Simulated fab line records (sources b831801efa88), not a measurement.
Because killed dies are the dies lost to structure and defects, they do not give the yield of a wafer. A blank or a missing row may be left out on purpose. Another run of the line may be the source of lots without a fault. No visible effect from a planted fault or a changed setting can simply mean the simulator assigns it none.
A lot that was struck, set against a sound lot / flow sky130 / 15 steps out of a route of 708
Sound: these wafers, L244.2, L244.4, L244.6. Struck: wafer L256.4 (left out: L256.2, a lot-mate that was not struck); the cause follows at the end.
Per side, at each step with rows, come the tool, then ch with its chambers, and then its first start. Under that, the readings that differ: sound wafers / struck wafers / difference of the means / sigmas: that difference in standard deviations of wafers without a fault.
alike: readings whose means differ by less than 2 such deviations, and words and numbers that are the same on both sides. not compared: withheld readings, readings that some wafer has no value for, bounds like >300 that may hide the same value, and numbers for which the record gives no deviation and whose values overlap.
A row with sigmas, a row that says differs or no value, or rows on one side alone: a step with any of these is where the two part. Numbers that have no deviation but don't overlap get no sigmas and don't part them. A reading missing from all wafers of one side parts the sides only when that side holds two or more wafers.

first, 1 step without rows for these wafers: SKY_VIA2_ETCH_14 (etches BARC in N2/H2, stops on SiO2, time 45.9 s, target depth 60 nm).
SKY_VIA2_ETCH_15: etches SiO2 in C4F8/O2/Ar, stops on TiN, target depth 546 nm, time 84 s.
  sound on rie-diel-03 ch 0,2, day 36 21:19; struck on rie-diel-04 ch 0, day 41 09:16
  alike: oes-product-au
  not compared: rf-hours-counter-h
SKY_VIA2_STRIP_16: strips in O2/N2.
  sound on plasma-asher-03 ch 0, day 36 21:22; struck on plasma-asher-02 ch 1, day 41 09:19
reading=drypump-motor-current-A (A); sound=5.96 5.98 5.96; struck=6.56; difference=+0.59; sigmas=+2
  alike: n2-flow-sccm, oes-product-au, strip-time-to-endpoint-s
  not compared: rf-hours-counter-h
then, 3 steps without rows for these wafers: SKY_VIA2_STRIP_17 (strips in post etch residue remover, time 1200 s); SKY_VIA2_CLEAN_18 (cleans in IPA, time 180 s); SKY_VIA2_CLEAN_19 (cleans in O3/DIW).
SKY_VIA2_SPUTTER_20: material TiN, target thk 20 nm, time 80 s.
  struck on pvd-sputter-03, day 41 09:58; sound on pvd-sputter-01, day 36 22:25
  alike: throttle-valve-pct
then, 1 step without rows for these wafers: SKY_VIA2_CVD_21 (deposits W, target thk 420 nm, time 126.4 s).
SKY_VIA2_RS_MEAS_22: uses a four-point probe to measure.
  struck on film-metro-03, day 41 10:13; sound on film-metro-03, day 36 22:37
  alike: VIA2_W_RS
SKY_VIA2_THK_MEAS_23: measures by xrf.
  struck on film-metro-03, day 41 10:20; sound on film-metro-03, day 36 22:44
  alike: VIA2_W_THK
SKY_VIA2_CMP_24: polishes, stops on SiO2, t overpolish 20 s, target thk 0 nm.
  sound on cmp-02 ch 0,2, day 36 22:50; struck on cmp-02 ch 3, day 41 10:29
reading=motor-current-A (A); sound=12.8 11.0 12.8; struck=9.5; difference=-2.7; sigmas=-2
  alike: overpolish-run-s, time-to-endpoint-s
then, 1 step without rows for these wafers: SKY_METAL3_SPUTTER_00 (material Ti, target thk 15 nm, time 10 s).
SKY_METAL3_SPUTTER_01: material TiN, target thk 20 nm, time 16.7 s.
  struck on pvd-sputter-04, day 41 10:42; sound on pvd-sputter-02, day 36 23:06
reading=throttle-valve-pct (%); sound=29.0 30.8 29.3; struck=33.3; difference=+3.6; sigmas=+3
reading=model.TiN_of_METAL3_SPUTTER_01.thk-nm (nm); sound=19.71 20.26 19.82; struck=33.44; difference=+13.51; sigmas=
SKY_METAL3_SPUTTER_02: material AlCu, target thk 735 nm, time 39.1 s.
  struck on pvd-sputter-04, day 41 10:44; sound on pvd-sputter-02, day 36 23:08
reading=throttle-valve-pct (%); sound=29.5 30.7 29.1; struck=33.0; difference=+3.2; sigmas=+2
following that, these wafers have no rows for 1 step: SKY_PAD_OPEN_PROBE_99.

## WHERE THEY PART
Earliest at SKY_VIA2_STRIP_16; latest, in this record, at SKY_METAL3_SPUTTER_02.

WHY: whatever the simulator had introduced
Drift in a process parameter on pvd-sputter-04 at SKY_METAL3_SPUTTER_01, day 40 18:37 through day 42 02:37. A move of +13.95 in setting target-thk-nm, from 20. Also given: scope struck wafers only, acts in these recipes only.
